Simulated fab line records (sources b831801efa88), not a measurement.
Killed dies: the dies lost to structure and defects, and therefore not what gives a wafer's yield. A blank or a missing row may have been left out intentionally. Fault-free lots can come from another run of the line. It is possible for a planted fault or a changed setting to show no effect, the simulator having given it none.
Which tool was responsible? ; flow sky130 ; Sampling: 11 lots, 33 wafers, 5 of 708 route steps

== WHAT THE GAUGES READ, wafer by wafer ==
SKY_POLY_CUT_CD_MEAS_08 targets a cd of 270 nm.
lot;measured;on;cdNm (nm)
L260;day 24 10:25;cdSem-02;270.4 270.1 268.4
L262;day 25 00:52;cdSem-02;268.6 268.4 269.5
L263;day 25 09:02;cdSem-02;269.2 268.8 268.9
L266;day 26 12:57;cdSem-01;269.7 269.0 269.6
L267;day 27 06:20;cdSem-02;271.1 271.3 270.1
L271;day 28 04:20;cdSem-01;273.3 273.3 273.1
L272;day 28 22:31;cdSem-02;269.6 270.4 269.8
L274;day 29 09:25;cdSem-01;272.0 270.9 271.1
L275;day 29 19:01;cdSem-01;271.3 272.0 271.0
L276;day 30 06:48;cdSem-01;269.2 266.3 268.2
L278;day 30 13:35;cdSem-02;269.7 269.1 269.3

== EACH LOT AND THE TOOL THAT RAN IT (in order: tool; ch and the chambers of the sampled wafers; start) ==
lot;SKY_FIELD_ISO_ETCH_14;SKY_POLY_GATE_ETCH_17;SKY_POLY_GATE_STRIP_18;SKY_LDD_LDN_STRIP_12
L260;rieDiel-04 ch 2,3, day 2 05:53;rieSi-01 ch 2,3, day 16 12:20;plasmaAsher-02 ch 0, day 16 12:24;plasmaAsher-04 ch 1, day 23 00:32
L262;rieDiel-01 ch 2,3, day 2 15:56;rieSi-01 ch 0,1,2, day 17 05:30;plasmaAsher-03 ch 0,1, day 17 05:34;plasmaAsher-01 ch 0,1, day 23 16:56
L263;rieDiel-02 ch 0,1, day 2 19:43;rieSi-01 ch 0,1,3, day 17 13:01;plasmaAsher-02 ch 0,1, day 17 13:05;plasmaAsher-01 ch 0,1, day 24 01:11
L266;rieDiel-04 ch 0,1,3, day 3 14:01;rieSi-02 ch 0,1, day 18 15:56;plasmaAsher-02 ch 0,1, day 18 16:00;plasmaAsher-01 ch 0,1, day 25 05:05
L267;rieDiel-01 ch 0,2,3, day 3 17:05;rieSi-02 ch 0,1,3, day 19 09:38;plasmaAsher-03 ch 0,1, day 19 09:42;plasmaAsher-01 ch 0,1, day 25 21:53
L271;rieDiel-02 ch 2,3, day 4 12:59;rieSi-02 ch 0,2,3, day 20 08:29;plasmaAsher-03 ch 0,1, day 20 08:35;plasmaAsher-03 ch 0,1, day 26 18:20
L272;rieDiel-02 ch 1,2, day 4 20:38;rieSi-02 ch 0,1,3, day 21 05:02;plasmaAsher-02 ch 0,1, day 21 05:06;plasmaAsher-03 ch 1, day 27 15:47
L274;rieDiel-04 ch 0,1, day 5 07:44;rieSi-02 ch 1,2, day 21 18:35;plasmaAsher-02 ch 0,1, day 21 18:39;plasmaAsher-01 ch 0,1, day 28 02:59
L275;rieDiel-02 ch 0,2,3, day 5 10:56;rieSi-01 ch 0,2,3, day 22 02:32;plasmaAsher-04 ch 0,1, day 22 02:36;plasmaAsher-03 ch 0,1, day 28 13:59
L276;rieDiel-04 ch 0,2, day 5 17:33;rieSi-02 ch 1,3, day 22 17:56;plasmaAsher-03 ch 0,1, day 22 18:00;plasmaAsher-04 ch 0,1, day 29 00:26
L278;rieDiel-02 ch 0,1, day 6 01:51;rieSi-02 ch 0,1,3, day 23 03:04;plasmaAsher-02 ch 0,1, day 23 03:08;plasmaAsher-04 ch 0,1, day 29 07:26
- SKY_FIELD_ISO_ETCH_14: etches BARC in N2/H2, stops on SiO2, time 45.9 s, target depth 60 nm.
- SKY_POLY_GATE_ETCH_17: etches poly-Si in HBr/Cl2, stops on SiO2, target depth 180 nm, time 70.5 s.
- SKY_POLY_GATE_STRIP_18: strips in O2/N2.
- SKY_LDD_LDN_STRIP_12: strips in O2/N2.

== AS READ BY THE TOOLS THEMSELVES (means over the sampled wafers that have a number; for cases with no such wafer, the mark the record gives instead) ==
SKY_FIELD_ISO_ETCH_14.
lot;tool;drypumpMotorCurrentA (A);oesProductAu (a.u.);throttleValvePct (%)
L260;rieDiel-04;5.9;0.852;13.224
L262;rieDiel-01;5.7;0.860;13.229
L263;rieDiel-02;5.6;0.857;13.221
L266;rieDiel-04;5.7;0.854;13.230
L267;rieDiel-01;5.8;0.852;13.228
L271;rieDiel-02;5.6;0.855;13.224
L272;rieDiel-02;5.8;0.850;13.220
L274;rieDiel-04;5.9;0.857;13.230
L275;rieDiel-02;5.5;0.850;13.230
L276;rieDiel-04;6.2;0.852;13.223
L278;rieDiel-02;5.6;0.850;13.224

SKY_POLY_GATE_ETCH_17.
lot;tool;drypumpMotorCurrentA (A);oesProductAu (a.u.);throttleValvePct (%)
L260;rieSi-01;5.5;0.984;33.688
L262;rieSi-01;6.0;0.995;33.685
L263;rieSi-01;5.8;0.989;33.680
L266;rieSi-02;6.3;0.992;33.680
L267;rieSi-02;6.2;0.988;33.688
L271;rieSi-02;6.0;0.990;33.685
L272;rieSi-02;6.2;0.977;33.686
L274;rieSi-02;5.3;0.984;33.675
L275;rieSi-01;6.0;0.985;33.695
L276;rieSi-02;6.1;0.985;33.684
L278;rieSi-02;6.2;1.001;33.679

SKY_POLY_GATE_STRIP_18.
lot;tool;drypumpMotorCurrentA (A);o2FlowSccm (sccm);oesProductAu (a.u.);stripTimeToEndpointS (s)
L260;plasmaAsher-02;5.30;3001;0.362;3.182
L262;plasmaAsher-03;5.49;3005;0.361;3.179
L263;plasmaAsher-02;5.23;2995;0.359;3.173
L266;plasmaAsher-02;5.22;2998;0.359;3.155
L267;plasmaAsher-03;5.53;3007;0.363;3.149
L271;plasmaAsher-03;5.49;2997;0.358;3.141
L272;plasmaAsher-02;5.21;3013;0.364;3.183
L274;plasmaAsher-02;5.16;2996;0.355;3.197
L275;plasmaAsher-04;5.84;2996;0.357;3.176
L276;plasmaAsher-03;5.49;3003;0.361;3.191
L278;plasmaAsher-02;5.12;2994;0.359;3.225

SKY_LDD_LDN_STRIP_12.
lot;tool;drypumpMotorCurrentA (A);o2FlowSccm (sccm);oesProductAu (a.u.);stripTimeToEndpointS (s)
L260;plasmaAsher-04;6.1;3004;0.713;14.19
L262;plasmaAsher-01;6.1;2995;0.717;14.16
L263;plasmaAsher-01;6.4;2995;0.714;14.21
L266;plasmaAsher-01;6.1;2991;0.716;14.25
L267;plasmaAsher-01;6.4;2992;0.709;14.22
L271;plasmaAsher-03;5.5;2995;0.714;14.19
L272;plasmaAsher-03;5.3;2998;0.714;14.20
L274;plasmaAsher-01;6.1;3003;0.713;14.16
L275;plasmaAsher-03;5.4;2997;0.715;14.14
L276;plasmaAsher-04;6.0;3009;0.717;14.16
L278;plasmaAsher-04;5.8;2992;0.716;14.15

== THE ANSWER, worked out from the rows above alone ==
Rule: what is usual is taken from the lots themselves. Put in order of their means at a reading, lots are off if they are a third of the lots or fewer, leave a main group of 4 or more, and stand apart from it by a gap of 3 or more times the standard deviation of the main group's means; of several such gaps the widest counts. A main group is skipped when, at the precision printed for the reading in the tables above, its means are all equal. Also off: a lot with no number at a reading for which 4 or more lots have one. Any other lot the step has rows for is counted as sound. Order of review: gauges by route order, followed by the tools' own readings, for which a lot's mean as printed above is used. At the first step where some lot is off, the reading lying furthest off is the one used; lots without a number count as furthest.
Across all readings shown, no lot is off: no conclusion can be drawn from this.

== WHAT THE SIMULATOR HAD PUT IN ==
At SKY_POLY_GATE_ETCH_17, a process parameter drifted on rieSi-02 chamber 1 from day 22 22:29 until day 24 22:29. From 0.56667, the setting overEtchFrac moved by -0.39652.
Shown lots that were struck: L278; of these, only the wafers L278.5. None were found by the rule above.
